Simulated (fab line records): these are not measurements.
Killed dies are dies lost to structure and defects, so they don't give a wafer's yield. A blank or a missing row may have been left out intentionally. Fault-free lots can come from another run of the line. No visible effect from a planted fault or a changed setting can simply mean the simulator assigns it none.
Matching of chambers    flow gf180mcu    cmp-02 running GF_STI_CMP_25: 4 sister chambers
The step polishes, stops on Si3N4, t overpolish 33 s, target thk 524.6 nm. 18 wafers are shown with their chamber, then 8 later ones without.

## WAFERS PAIRED WITH THEIR CHAMBERS
wafer   chamber  motor_current_A (A)  time_to_endpoint_s (s)
L919.3  0        12.0                 120
L919.5  0        12.0                 124
L919.6  1        12.6                 118
L921.1  2        10.6                 118
L921.2  3        13.5                 122
L921.3  0        11.8                 119
L922.1  3        13.7                 122
L922.3  1        11.8                 112
L922.5  0        11.5                 113
L923.1  2        10.1                 120
L923.5  3        13.4                 122
L923.6  2        10.4                 119
L924.3  1        12.6                 123
L924.4  3        12.7                 126
L924.6  2        10.0                 121
L927.3  2        10.3                 122
L927.5  1        12.5                 119
L927.6  2        10.9                 120

SIGNATURES (averages over the wafers above)
reading             chamber 0  chamber 1  chamber 2  chamber 3  scatter within a chamber
motor_current_A     11.825     12.375     10.383     13.325     0.352
time_to_endpoint_s  119.00     118.00     120.00     123.00     3.23
Rule: a wafer lies at a distance from a chamber equal to the root of the sum of squares, over the readings, of (its reading less the chamber's mean, divided by the reading's scatter). If the next closest chamber is less than 2 further off than the closest, the wafer can't be placed; otherwise it belongs to the closest. The scatter: take each reading less its chamber's mean, square it, sum over the shown wafers, divide by the number of wafers less the number of chambers, and take the root.

## WAFERS MISSING THEIR CHAMBER
wafer   motor_current_A (A)  time_to_endpoint_s (s)
L931.1  13.2                 130
L931.2  11.6                 122
L931.4  10.1                 124
L932.1  10.1                 121
L932.5  10.5                 122
L933.1  12.8                 124
L933.2  11.1                 125
L933.6  12.1                 127

## WHICH CHAMBER EACH WENT THROUGH
wafer   from the rows above           in truth
L931.1  3                             3
L931.2  can't be placed: 0 or 1       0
L931.4  2                             2
L932.1  2                             2
L932.5  2                             2
L933.1  can't be placed: 3 or 1 or 0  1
L933.2  can't be placed: 2 or 0 or 1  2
L933.6  can't be placed: 0 or 1 or 3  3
4 of 8 placed correctly. From these rows, 4 cannot be placed; in 4 the true chamber is one of the candidates. 0 placed wrongly.
